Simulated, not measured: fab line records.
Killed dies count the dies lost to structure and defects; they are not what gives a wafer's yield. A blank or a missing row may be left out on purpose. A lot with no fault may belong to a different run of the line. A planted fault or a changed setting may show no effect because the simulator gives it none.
A lot that was struck, set against a sound lot || flow sky130 || 16 steps out of a route of 708
Sound: wafers L437.1, L437.2, L437.4. Wafers L445.1, L445.3, L445.6 were the ones struck. Last of all comes the cause.
Order at every step that has rows: each side's tool, ch and its chambers, its first start. Under that, the readings that differ: sound wafers || struck wafers || difference of the means || sigmas: that difference in standard deviations of wafers without a fault.
alike: readings with means less than 2 such deviations apart, plus words and numbers identical on both sides. not compared: withheld readings, readings lacking a value on some wafer, bounds such as >300 that could conceal the same value, and numbers that have no deviation in the record and whose values overlap.
A row with sigmas, a row that says differs or no value, or rows on one side alone: a step with any of these is where the two part. When numbers do not overlap yet have no deviation, they are printed without sigmas and do not part them. Lack of a reading on every wafer of one side parts them only where that side has two or more wafers.

SKY_METAL1_THK_MEAS_06: measures by xrf.
  sound on film metro-01, day 32 11:19; struck on film metro-02, day 35 10:17
  alike: METAL1_ALCU_THK
then, 8 steps without rows for these wafers: SKY_METAL1_DEHYDRATE_07 (time 60 s); SKY_METAL1_HMDS_08 (prime time 60 s); SKY_METAL1_COAT_09 (resist thk 60 nm); SKY_METAL1_COAT_10 (resist thk 450 nm); SKY_METAL1_SOFTBAKE_11 (time 90 s); SKY_METAL1_EXPOSE_12 (exposes mask MM1, target cd 140 nm); SKY_METAL1_PEB_13; SKY_METAL1_DEVELOP_14 (develop time 60 s).
SKY_METAL1_CD_MEAS_15 targets a cd of 140 nm.
  sound on cd sem-02, day 33 14:17; struck on cd sem-02, day 36 12:10
  alike: cd nm
SKY_METAL1_OVL_MEAS_16:
  sound on overlay-01, day 33 14:25; struck on overlay-01, day 36 12:17
  alike: METAL1_OVL
SKY_METAL1_DESCUM_17: chemistry O2, time 8 s.
  sound on rie metal-03 ch 0,1, day 33 14:26; struck on rie metal-01 ch 0, day 36 12:19
  alike: drypump motor current A, oes product au
  not compared: rf hours counter h
SKY_METAL1_ETCH_18: etches BARC in N2/H2, stops on SiO2, time 45.9 s, target depth 60 nm.
  sound on rie metal-03 ch 0,1, day 33 14:28; struck on rie metal-01 ch 0, day 36 12:23
  no value came back on the struck wafers for any of 5 readings (bias w (W), chamber pressure mTorr (mTorr) and others); on the sound wafers bias w (W) reads 100.0 100.1 100.2
{"reading": "model.KrF-thick_of_METAL1_COAT_10.thk nm (nm)", "sound": "395.7 393.9 393.1", "struck": "435.4 435 436.4", "difference": "+41.4", "sigmas": ""}
  not compared: rf hours counter h
SKY_METAL1_METAL_ETCH_19: etches the open film in Cl2/BCl3, stops on SiO2, target depth 360 nm, time 78 s.
  sound on rie metal-03 ch 0,1, day 33 14:32; struck on rie metal-01 ch 0, day 36 12:31
{"reading": "oes product au (a.u.)", "sound": "0.871 0.858 0.856", "struck": "0.377 0.373 0.379", "difference": -0.485, "sigmas": -77}
{"reading": "model.KrF-thick_of_METAL1_COAT_10.thk nm (nm)", "sound": "166.7 155 152.7", "struck": "204.5 201.9 205.9", "difference": "+46.0", "sigmas": ""}
  alike: bcl3 flow sccm, bias w, drypump motor current A, throttle valve pct
  not compared: rf hours counter h
SKY_METAL1_STRIP_20: strips in O2/N2.
  sound on plasma asher-04 ch 0,1, day 33 14:38; struck on plasma asher-02 ch 0,1, day 36 12:41
{"reading": "oes product au (a.u.)", "sound": "0.347 0.339 0.336", "struck": "0.357 0.355 0.361", "difference": "+0.017", "sigmas": "+3"}
{"reading": "strip time to endpoint s (s)", "sound": "2.77 2.67 2.63", "struck": "3.19 3.18 3.22", "difference": "+0.51", "sigmas": "+9"}
  alike: drypump motor current A
  not compared: rf hours counter h
then, 1 step without rows for these wafers: SKY_METAL1_STRIP_21 (strips in post etch residue remover, time 1200 s).

WHERE THEY PART
At SKY_METAL1_ETCH_18 first; at SKY_METAL1_STRIP_20 last (within this record only).

WHY: what had been put in by the simulator
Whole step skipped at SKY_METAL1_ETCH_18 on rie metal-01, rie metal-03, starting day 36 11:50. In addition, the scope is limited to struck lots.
